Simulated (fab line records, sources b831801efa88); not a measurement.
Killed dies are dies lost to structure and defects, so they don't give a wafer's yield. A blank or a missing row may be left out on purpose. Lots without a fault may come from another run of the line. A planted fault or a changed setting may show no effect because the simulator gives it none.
Which tool did it? | flow sky130 | 11 lots, 33 wafers sampled, at 4 steps of a route of 708

WHAT THE GAUGES READ, wafer by wafer
SKY_CONTACT_THK_MEAS_01.
lot  | measured     | on            | CONTACT_CVD_00_THK (nm)
L856 | day 30 05:56 | film_metro-03 | 74.2 75.7 78.0
L858 | day 31 01:18 | film_metro-03 | 75.5 75.4 75.9
L859 | day 31 09:04 | film_metro-03 | 73.3 74.2 74.2
L861 | day 32 09:55 | film_metro-02 | 75.1 75.0 77.1
L862 | day 32 22:02 | film_metro-04 | 75.1 74.3 74.9
L865 | day 33 04:19 | film_metro-03 | 75.3 74.5 75.9
L867 | day 33 19:11 | film_metro-02 | 62.0 62.5 65.1
L871 | day 34 23:39 | film_metro-03 | 62.5 61.7 61.9
L875 | day 36 17:20 | film_metro-03 | 73.9 74.8 75.9
L877 | day 37 01:08 | film_metro-02 | 74.2 76.4 75.4
L878 | day 37 05:23 | film_metro-03 | 76.1 77.2 76.7

SKY_CONTACT_BOW_MEAS_05.
lot  | measured     | on            | CONTACT_BOW (um)
L856 | day 30 06:25 | film_metro-03 | 82 93 78
L858 | day 31 01:49 | film_metro-03 | 93 89 90
L859 | day 31 09:34 | film_metro-03 | 91 92 83
L861 | day 32 10:24 | film_metro-03 | 73 71 82
L862 | day 32 22:32 | film_metro-02 | 87 91 80
L865 | day 33 04:49 | film_metro-02 | 74 83 76
L867 | day 33 19:42 | film_metro-03 | 78 79 81
L871 | day 35 00:08 | film_metro-03 | 89 81 75
L875 | day 36 17:52 | film_metro-03 | 88 84 75
L877 | day 37 01:39 | film_metro-02 | 74 90 84
L878 | day 37 05:55 | film_metro-04 | 74 71 70

WHICH TOOL RAN EACH LOT (tool, then ch and the chambers of the sampled wafers, then the start)
lot  | SKY_LI_CONTACT_SPUTTER_20    | SKY_CONTACT_CVD_00
L856 | pvd_sputter-04, day 29 00:55 | pecvd-02 ch 0,1,2, day 30 05:53
L858 | pvd_sputter-04, day 29 20:21 | pecvd-02 ch 1,2, day 31 01:15
L859 | pvd_sputter-04, day 30 04:19 | pecvd-04 ch 0,1,2, day 31 09:01
L861 | pvd_sputter-04, day 31 04:44 | pecvd-02 ch 0,2, day 32 09:52
L862 | pvd_sputter-03, day 31 17:25 | pecvd-01 ch 0,1,2, day 32 21:59
L865 | pvd_sputter-03, day 31 23:16 | pecvd-01 ch 0,1,2, day 33 04:17
L867 | pvd_sputter-02, day 32 14:27 | pecvd-01 ch 1,2, day 33 19:08
L871 | pvd_sputter-04, day 33 20:12 | pecvd-01 ch 0,1,2, day 34 23:37
L875 | pvd_sputter-04, day 35 13:19 | pecvd-02 ch 0,2, day 36 17:16
L877 | pvd_sputter-03, day 35 20:55 | pecvd-04 ch 1,2, day 37 01:05
L878 | pvd_sputter-04, day 36 01:31 | pecvd-02 ch 0,1,2, day 37 05:20
- SKY_LI_CONTACT_SPUTTER_20: material TiN, target thk 20 nm, time 80 s.
- SKY_CONTACT_CVD_00: deposits Si3N4, target thk 75 nm.

WHAT THE TOOLS THEMSELVES READ (means of the sampled wafers that have a number; where no wafer has one, the mark that the record gives instead)
SKY_LI_CONTACT_SPUTTER_20.
lot  | tool           | throttle_valve_pct (%)
L856 | pvd_sputter-04 | 28.7
L858 | pvd_sputter-04 | 29.5
L859 | pvd_sputter-04 | 29.6
L861 | pvd_sputter-04 | 28.9
L862 | pvd_sputter-03 | 29.7
L865 | pvd_sputter-03 | 28.6
L867 | pvd_sputter-02 | 29.8
L871 | pvd_sputter-04 | 29.0
L875 | pvd_sputter-04 | 28.7
L877 | pvd_sputter-03 | 29.3
L878 | pvd_sputter-04 | 29.5

SKY_CONTACT_CVD_00.
lot  | tool     | heater_power_w (W)
L856 | pecvd-02 | 682
L858 | pecvd-02 | 673
L859 | pecvd-04 | 804
L861 | pecvd-02 | 627
L862 | pecvd-01 | 874
L865 | pecvd-01 | 840
L867 | pecvd-01 | 863
L871 | pecvd-01 | 838
L875 | pecvd-02 | 566
L877 | pecvd-04 | 848
L878 | pecvd-02 | 673

THE ANSWER, worked out from the rows above alone
Rule: what is usual is taken from the lots themselves. Put in order of their means at a reading, lots are off if they are a third of the lots or fewer, leave a main group of 4 or more, and stand apart from it by a gap of 3 or more times the standard deviation of the main group's means; of several such gaps the widest counts. A main group whose means are all the same, to the digits that the tables above print for the reading, isn't used. A lot without any number at a reading at which 4 lots or more have one is off too. The other lots that the step has rows for count as sound. The gauges are gone through in route order, then the tools' own readings, and for those a lot's mean is taken as printed above. The first step at which some lot is off is used, and at that step the reading that is off furthest; a lot without a number counts as furthest.
Off: L867, L871, at SKY_CONTACT_THK_MEAS_01 (CONTACT_CVD_00_THK). The main group: mean 75.3 nm, standard deviation 0.75.
A tool fits if, at a process step before that reading, it ran every lot that is off, and no sound lot after the first of them. The gauges at SKY_CONTACT_THK_MEAS_01 are tried like those tools. One fits: pecvd-01 at SKY_CONTACT_CVD_00. Its last sound lot is L865 (day 33 04:17), its first lot that is off L867 (day 33 19:08): a fault that began between those two fits.

WHAT THE SIMULATOR HAD PUT IN
Site profile drift: pecvd-01, from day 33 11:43 on, at SKY_CONTACT_CVD_00. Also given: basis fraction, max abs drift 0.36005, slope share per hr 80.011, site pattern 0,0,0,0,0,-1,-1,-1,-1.
Lots struck among those shown: L867, L871. The rule above found the same.
